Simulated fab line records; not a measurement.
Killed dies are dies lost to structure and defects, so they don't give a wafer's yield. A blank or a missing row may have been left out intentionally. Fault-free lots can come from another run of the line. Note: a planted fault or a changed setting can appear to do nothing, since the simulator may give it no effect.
The tool behind it: which one?    flow sky130    38 wafers from 13 lots sampled at 6 of the route's 708 steps

## WHAT THE GAUGES SHOWED, per wafer
SKY_SD_N_RS_MEAS_17: uses a four-point probe to measure. Usual: for SD_P_RS the level is 147.0 ohm/sq and the standard deviation is 0.39.
lot   measured      on            SD_P_RS (ohm/sq)   flag
L739  day 28 16:37  filmMetro-03  147.4 147.2 146.8  
L740  day 28 19:28  filmMetro-04  147.0 146.7 146.7  
L742  day 28 23:39  filmMetro-04  146.8 146.9 146.9  
L741  day 29 01:17  filmMetro-03  146.7 147.2 147.1  
L744  day 29 08:16  filmMetro-01  146.6 146.6 146.9  
L745  day 30 16:29  filmMetro-01  146.5 146.8        
L747  day 30 23:25  filmMetro-01  146.9 146.7 147.0  
L755  day 33 06:52  filmMetro-01  147.2 147.7 147.5  
L754  day 33 13:13  filmMetro-01  146.3 146.9 146.4  
L756  day 33 20:08  filmMetro-03  146.2 147.0 147.0  
L757  day 34 02:01  filmMetro-03  147.0 147.1 147.4  
L760  day 34 22:41  filmMetro-03  147.5 147.4 147.8  
L762  day 35 03:49  filmMetro-01  146.8 147.0 147.2  

SKY_LI_CONTACT_THK_MEAS_01. Usual: for LI_CONTACT_HDPCVD_THK the level is 926 nm and the standard deviation is 8.5.
lot   measured      on            LI_CONTACT_HDPCVD_THK (nm)  flag
L739  day 28 16:57  filmMetro-04  933 921 925                 
L740  day 28 19:48  filmMetro-01  937 927 922                 
L742  day 29 00:01  filmMetro-04  918 937 1557                OFF
L741  day 29 01:38  filmMetro-04  932 924 935                 
L744  day 29 08:38  filmMetro-03  913 1568 922                OFF
L745  day 30 16:50  filmMetro-04  929 1564                    OFF
L747  day 30 23:46  filmMetro-03  918 920 927                 
L755  day 33 07:14  filmMetro-01  933 926 927                 
L754  day 33 13:34  filmMetro-03  926 924 936                 
L756  day 33 20:29  filmMetro-01  925 930 922                 
L757  day 34 02:22  filmMetro-03  934 919 912                 
L760  day 34 23:02  filmMetro-01  937 950 939                 
L762  day 35 04:10  filmMetro-04  919 915 930                 

SKY_LI_CONTACT_CD_MEAS_12: target cd 170 nm. Usual: cdNm reads 169.5 nm (standard deviation 1.4).
lot   measured      on        cdNm (nm)          flag
L739  day 29 21:53  cdSem-02  169.8 169.5 170.3  
L740  day 30 00:59  cdSem-01  169.2 169.7 170.9  
L742  day 30 05:38  cdSem-02  168.2 168.5 167.8  
L741  day 30 06:59  cdSem-02  169.6 168.8 170.1  
L744  day 30 12:59  cdSem-02  168.2 169.1 168.5  
L745  day 31 20:52  cdSem-01  169.1 169.1        
L747  day 32 03:54  cdSem-02  170.0 168.5 169.4  
L755  day 34 10:05  cdSem-02  167.9 169.5 168.2  
L754  day 34 16:05  cdSem-01  171.2 170.7 168.5  
L756  day 34 23:28  cdSem-02  170.6 169.5 169.1  
L757  day 35 04:59  cdSem-02  169.9 170.5 169.6  
L760  day 36 01:22  cdSem-02  169.8 168.6 168.7  
L762  day 36 06:26  cdSem-02  168.9 168.8 169.4  

SKY_LI_CONTACT_OVL_MEAS_13. Usual: for LI_CONTACT_OVL the level is 0 nm and the standard deviation is 5.2.
lot   measured      on          LI_CONTACT_OVL (nm)  flag
L739  day 29 21:59  overlay-01  1 5 5                
L740  day 30 01:04  overlay-02  2 3 4                
L742  day 30 05:45  overlay-01  -12 -9 -14           
L741  day 30 07:04  overlay-01  1 -7 3               
L744  day 30 13:07  overlay-02  5 4 -1               
L745  day 31 20:58  overlay-02  -5 -3                
L747  day 32 04:01  overlay-02  -5 0 3               
L755  day 34 10:13  overlay-01  -5 -2 -3             
L754  day 34 16:12  overlay-02  1 2 2                
L756  day 34 23:34  overlay-02  3 2 -3               
L757  day 35 05:07  overlay-02  10 7 8               
L760  day 36 01:28  overlay-02  -1 1 -3              
L762  day 36 06:33  overlay-01  -1 9 -2              

## EACH LOT AND THE TOOL THAT RAN IT (in order: tool; ch and the chambers of the sampled wafers; start)
lot   SKY_LI_CONTACT_HDPCVD_00          SKY_LI_CONTACT_CMP_02
L739  hdpcvd-01 ch 1,2, day 28 16:50    cmp-02 ch 0,1, day 28 17:02
L740  hdpcvd-01 ch 1,2, day 28 19:40    cmp-01 ch 1,2, day 28 19:50
L742  hdpcvd-01 ch 0,1,2, day 28 23:55  cmp-02 ch 1,2,3, day 29 00:04
L741  hdpcvd-02 ch 0,1,2, day 29 01:31  cmp-01 ch 2,3, day 29 01:40
L744  hdpcvd-01 ch 1,2, day 29 08:31    cmp-02 ch 0,2,3, day 29 08:41
L745  hdpcvd-01 ch 0,1, day 30 16:43    cmp-02 ch 1,2, day 30 16:53
L747  hdpcvd-02 ch 0,1,2, day 30 23:40  cmp-01 ch 0,1,2, day 30 23:50
L755  hdpcvd-02 ch 0,1,2, day 33 07:08  cmp-01 ch 0,1, day 33 07:17
L754  hdpcvd-01 ch 0,1, day 33 13:28    cmp-01 ch 1,2,3, day 33 13:41
L756  hdpcvd-02 ch 0,2, day 33 20:22    cmp-02 ch 1,3, day 33 20:32
L757  hdpcvd-01 ch 0,2, day 34 02:16    cmp-01 ch 1,2, day 34 02:26
L760  hdpcvd-01 ch 1,2, day 34 22:55    cmp-02 ch 0,2, day 34 23:08
L762  hdpcvd-01 ch 0,1,2, day 35 04:04  cmp-02 ch 1,2, day 35 04:14
- SKY_LI_CONTACT_HDPCVD_00: deposits PSG, target thk 930 nm, time 155 s.
- SKY_LI_CONTACT_CMP_02: polishes PSG.

## AS READ BY THE TOOLS THEMSELVES (means over the sampled wafers that have a number; for cases with no such wafer, the mark the record gives instead)
SKY_LI_CONTACT_HDPCVD_00. Usual: runLengthS reads 182.5 s (standard deviation 0.65).
lot   tool       runLengthS (s)  flag
L739  hdpcvd-01  183.2           
L740  hdpcvd-01  182.9           
L742  hdpcvd-01  218.4           OFF
L741  hdpcvd-02  182.1           
L744  hdpcvd-01  218.8           OFF
L745  hdpcvd-01  235.6           OFF
L747  hdpcvd-02  182.1           
L755  hdpcvd-02  182.0           
L754  hdpcvd-01  182.4           
L756  hdpcvd-02  182.2           
L757  hdpcvd-01  182.7           
L760  hdpcvd-01  182.9           
L762  hdpcvd-01  182.8           

SKY_LI_CONTACT_CMP_02. Usual: headPressurePsi 4.000 psi, standard deviation 0.0086; motorCurrentA 12.6 A, standard deviation 2.2; timeToEndpointS 30.3 s, standard deviation 2.9.
lot   tool    headPressurePsi (psi)  motorCurrentA (A)  timeToEndpointS (s)  flag
L739  cmp-02  4.001                  12.8               31.9                 
L740  cmp-01  4.011                  14.9               29.4                 
L742  cmp-02  3.998                  12.8               48.1                 OFF
L741  cmp-01  3.999                  14.2               30.0                 
L744  cmp-02  3.995                  12.0               50.6                 OFF
L745  cmp-02  4.005                  12.2               60.4                 OFF
L747  cmp-01  3.999                  12.8               29.4                 
L755  cmp-01  3.999                  10.3               28.1                 
L754  cmp-01  3.995                  13.8               30.0                 
L756  cmp-02  4.006                  13.8               28.8                 
L757  cmp-01  3.991                  13.2               29.9                 
L760  cmp-02  4.001                  11.2               32.6                 
L762  cmp-02  3.997                  12.8               29.8                 

## THE ANSWER, worked out from the rows above alone
Rule: a lot counts as off when the mean over its wafers that have a number is more than 3 standard deviations away from the usual mean. A lot without any number at a reading at which 4 lots or more have one is off too. Any other lot the step has rows for is counted as sound. Order of review: gauges by route order, followed by the tools' own readings, for which a lot's mean as printed above is used. The first step at which some lot is off is used, and at that step the reading that is off furthest; a lot without a number counts as furthest.
Off: at SKY_LI_CONTACT_THK_MEAS_01 (LI_CONTACT_HDPCVD_THK), L742, L744, L745.
If a tool, at a process step before that reading, ran all the lots that are off and no sound lot after the first of them, it fits. The gauges at SKY_LI_CONTACT_THK_MEAS_01 aren't tried: what is off there is off at SKY_LI_CONTACT_HDPCVD_00 too, on other tools, and a gauge's error can't cause that. Of those tried, none fits.

## WHAT THE SIMULATOR HAD INSERTED
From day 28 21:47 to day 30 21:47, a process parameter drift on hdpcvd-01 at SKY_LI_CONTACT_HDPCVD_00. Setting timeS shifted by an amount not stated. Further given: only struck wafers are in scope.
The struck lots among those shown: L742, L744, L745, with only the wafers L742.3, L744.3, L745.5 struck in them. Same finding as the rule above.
